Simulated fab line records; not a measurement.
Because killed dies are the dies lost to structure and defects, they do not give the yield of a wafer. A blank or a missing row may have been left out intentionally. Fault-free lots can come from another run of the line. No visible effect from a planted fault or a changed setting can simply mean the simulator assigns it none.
The tool behind it: which one? ; flow gf180mcu ; Sampling: 6 lots, 18 wafers, 3 of 602 route steps

WHAT EACH GAUGE READ, for each wafer
GF_V5_THK_MEAS_03.
lot;measured;on;V5_CVD_02_THK (nm)
L398;day 27 17:11;film_metro-01;1477 1487 1477
L401;day 28 10:13;film_metro-02;1459 1449 1470
L403;day 29 08:53;film_metro-04;1442 1438 1476
L405;day 29 21:08;film_metro-02;1467 1460 1483
L408;day 30 16:07;film_metro-01;1452 1446 1493
L414;day 32 05:55;film_metro-04;1449 1476 1477

WHAT TOOL EACH LOT RAN ON (gives the tool, then ch and the chambers of the sampled wafers, and finally the start)
lot;GF_V3_CVD_00;GF_M5_METAL_ETCH_10
L398;hdpcvd-02 ch 0,1,2, day 22 20:25;rie_metal-04 ch 0,1, day 27 15:49
L401;hdpcvd-01 ch 0,1,2, day 23 13:57;rie_metal-01 ch 0,1, day 28 09:21
L403;hdpcvd-02 ch 0,1, day 24 14:42;rie_metal-04 ch 0,1, day 29 08:01
L405;hdpcvd-02 ch 0,1,2, day 25 06:01;rie_metal-03 ch 0,1, day 29 20:13
L408;hdpcvd-01 ch 0,1,2, day 26 04:36;rie_metal-01 ch 0,1, day 30 15:13
L414;hdpcvd-02 ch 0,1, day 27 23:19;rie_metal-04 ch 0,1, day 32 05:01
- GF_V3_CVD_00: deposits SiO2, target thk 600 nm, time 100 s.
- GF_M5_METAL_ETCH_10: etches the open film in Cl2/BCl3, stops on SiO2, target depth 750.8 nm, time 125.1 s.

THE ANSWER, worked out from the rows above alone
Rule: the usual values come from the lots themselves. The widest of any qualifying gaps counts: lots, ordered by their means at a reading, are off when they make up no more than a third of the lots, leave a main group of 4 or more, and stand apart from it by 3 or more times the standard deviation of that group's means. If all means in a main group match to the digits the tables above print for the reading, that group is not used. Also off: a lot with no number at a reading for which 4 or more lots have one. All remaining lots with rows at the step are treated as sound.
No lot is off at any reading shown: from this, nothing can be told.

WHAT THE SIMULATOR HAD INSERTED
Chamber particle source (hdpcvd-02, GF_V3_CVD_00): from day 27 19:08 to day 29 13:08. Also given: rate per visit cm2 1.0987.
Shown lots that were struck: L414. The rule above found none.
